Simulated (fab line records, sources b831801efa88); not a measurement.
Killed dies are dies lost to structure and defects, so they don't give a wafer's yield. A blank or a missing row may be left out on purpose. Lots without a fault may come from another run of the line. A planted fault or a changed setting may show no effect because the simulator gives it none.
Problem report in the 8D (eight disciplines) form, filled by code | flow sfq_line | the parts of the form that need people (team, actions taken, sign-off) are left out

1. THE PROBLEM
rf_fwd_power_W at SFQ_TRILAYER_I6_DEP_PECVD_165 reads a mean of 108.9 W on 6 wafers of 2 lots; wafers without a fault read 182.4 W with a standard deviation of 0.59. That is -99 or more standard deviations from the usual mean.
The step: deposits SiO2 from SiH4/N2O, time 111.11 s, target thk 500 nm.
First seen on wafer L113.1, day 60 20:25, on pecvd-01. The record holds 42 wafers of 14 lots with a number at this step. Rule for "out", or "out of limits": more than 4 standard deviations from the usual mean. The other wafers with a number count as sound.

2. WHAT IT IS AND WHAT IT IS NOT
question                    | is                     | is not
which readings at this step | rf_fwd_power_W         | throttle_valve_pct
which lots                  | L113, L120             | L100, L103, L104, L106, L107, L108, L110, L111, L112, L114, L122, L999
which wafers of those lots  | all that have a number | -
read on which tools         | pecvd-01               | pecvd-02, pecvd-03
when                        | from day 60 20:25      | up to then (30 sound wafers); but 6 sound wafers of L114, L122 came after

3. SUSPECTS, AND WHAT RULES EACH OUT
Counting: a tool at a process step up to the reading stays a suspect if it ran every lot that is out and no sound lot after the first of them.
- rie_metal-01 at SFQ_TRILAYER_M2_STRIP_STRIP_061 (strips in O2): ruled out as a lasting fault. Sound lots L122 ran on it after its first lot that is out, L113 (day 25 18:20).
- pecvd-01 at SFQ_TRILAYER_I6_DEP_PECVD_165 (deposits SiO2 from SiH4/N2O, time 111.11 s, target thk 500 nm): kept. It ran every lot that is out, first L113 (day 60 20:25), and no sound lot after that; its last sound lot up to then is L112 (day 60 14:03). Its own readings are out on those wafers: rf_fwd_power_W.
Left after counting: pecvd-01 at SFQ_TRILAYER_I6_DEP_PECVD_165.

4. THE CAUSE (what the simulator had put in)
Process parameter drift: pecvd-01, from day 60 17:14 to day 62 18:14, at SFQ_TRILAYER_I6_DEP_PECVD_165. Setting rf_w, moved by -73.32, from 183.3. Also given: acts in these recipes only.
Counting left only this tool.

5. THE CHAIN OF EFFECTS, in route order
Each row: a reading whose mean over the struck wafers that have a number lies more than 3 standard deviations from the usual. Only readings for which the record gives a usual standard deviation are gone through. hours: the time from each lot's start at the first step in this table that gives one to its start at this step, as a median over the lots. sigmas: the change in usual standard deviations.
hours | step                          | reading            | usual   | on struck wafers | change | sigmas
0     | SFQ_TRILAYER_I6_DEP_PECVD_165 | rf_fwd_power_W     | 182.4 W | 108.9            | -73.5  | -99 or more
0     | SFQ_TRILAYER_I6_DEP_PECVD_165 | showerhead_vpp_V   | 828 V   | 642              | -186   | -4.3
39    | SFQ_TRILAYER_I6_CMP_CMP_166   | time_to_endpoint_s | 212 s   | 160              | -52    | -6.3
The process steps in it:
- SFQ_TRILAYER_I6_DEP_PECVD_165: deposits SiO2 from SiH4/N2O, time 111.11 s, target thk 500 nm.
- SFQ_TRILAYER_I6_CMP_CMP_166: polishes SiO2.

6. WHAT WOULD HAVE CAUGHT IT SOONER
In this record the first reading out of limits was taken at day 60 20:25, 3 hours after the fault began at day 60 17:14.
